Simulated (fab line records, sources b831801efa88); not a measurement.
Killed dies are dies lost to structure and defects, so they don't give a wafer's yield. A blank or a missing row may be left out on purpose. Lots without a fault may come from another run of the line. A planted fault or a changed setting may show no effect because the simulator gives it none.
One fault seen from 2 desks | flow gf180mcu | each desk has only its own numbers; what lay behind them comes last

THE METROLOGY DESK
What the gauges read, lot by lot, whatever tool the lot ran on: means of the sampled wafers that have a number. A lot is out of limits, marked OUT, if its mean lies more than 4 standard deviations from the usual mean; the brackets give that distance.
Columns: A = LVPWELL_RS at GF_VT_IMPLANT_RS_MEAS_48, usual 1197 ohm/sq; B = cd_nm at GF_M2_CD_MEAS_14, usual 279.8 nm
lot  | first seen here | A              | B
L569 | day 7 19:15     | 1196           | 278.5
L572 | day 8 17:23     | 1200           | 279.1
L575 | day 9 12:01     | 1200           | 281.2
L576 | day 9 19:30     | 1196           | 279.2
L577 | day 10 00:37    | 1200           | 278.9
L578 | day 10 12:13    | 1196           | 278.1
L579 | day 10 14:57    | 1201           | 280.9
L580 | day 11 01:57    | 1194           | 280.7
L584 | day 12 04:38    | 1193           | 280.5
L585 | day 12 09:05    | 1200           | 280.9
L587 | day 12 23:56    | 1250 (+15) OUT | 279.1
L589 | day 13 10:29    | 1243 (+13) OUT | 280.0
L591 | day 14 01:36    | 1193           | 279.8
This desk's finding: out of limits on L587, L589; first on L587, day 12 23:56 (LVPWELL_RS at GF_VT_IMPLANT_RS_MEAS_48). In limits: L569, L572, L575, L576, L577, L578, L579, L580, L584, L585, L591.

THE TOOL OWNER'S DESK: implanter-04
The tool's own readings at GF_LVPWELL_IMPLANT_09: means of the sampled wafers that have a number, for each lot that ran on this tool. A lot is out of limits, marked OUT, if its mean lies more than 4 standard deviations from the usual mean; the brackets give that distance.
Columns: A = beam_on_s at GF_LVPWELL_IMPLANT_09, usual 10.03 s; B = dose_ions_cm2 at GF_LVPWELL_IMPLANT_09, usual 5e+12; C = faraday_current_uA at GF_LVPWELL_IMPLANT_09, usual 28.1
lot  | first seen here | A     | B                       | C
L569 | day 4 01:38     | 10.05 | 5e+12                   | 28.0
L576 | day 5 17:24     | 10.18 | 5e+12                   | 27.7
L577 | day 5 22:17     | 10.03 | 5e+12                   | 28.1
L587 | day 8 09:36     | 9.83  | 4e+12 (-99 or more) OUT | 22.9 (-8.9) OUT
L589 | day 8 19:12     | 9.99  | 4e+12 (-99 or more) OUT | 22.5 (-9.7) OUT
This desk's finding: out of limits on L587, L589; first on L587, day 8 09:36 (dose_ions_cm2 at GF_LVPWELL_IMPLANT_09). In limits: L569, L576, L577.

PUT TOGETHER
The tool owner's desk could have raised an alarm at day 8 09:36, on L587, L589.
The metrology desk could have raised an alarm at day 12 23:56, on L587, L589.
Of the lots named, all ran GF_LVPWELL_IMPLANT_09 on implanter-04.

WHAT THE SIMULATOR HAD PUT IN
Process parameter drift: implanter-04, from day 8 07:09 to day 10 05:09, at GF_LVPWELL_IMPLANT_09. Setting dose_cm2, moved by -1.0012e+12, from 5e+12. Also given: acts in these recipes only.
Lots struck among those shown: L587, L589.
Hours from the fault's start to each desk's first reading out of limits: the tool owner's desk, 2; the metrology desk, 113.
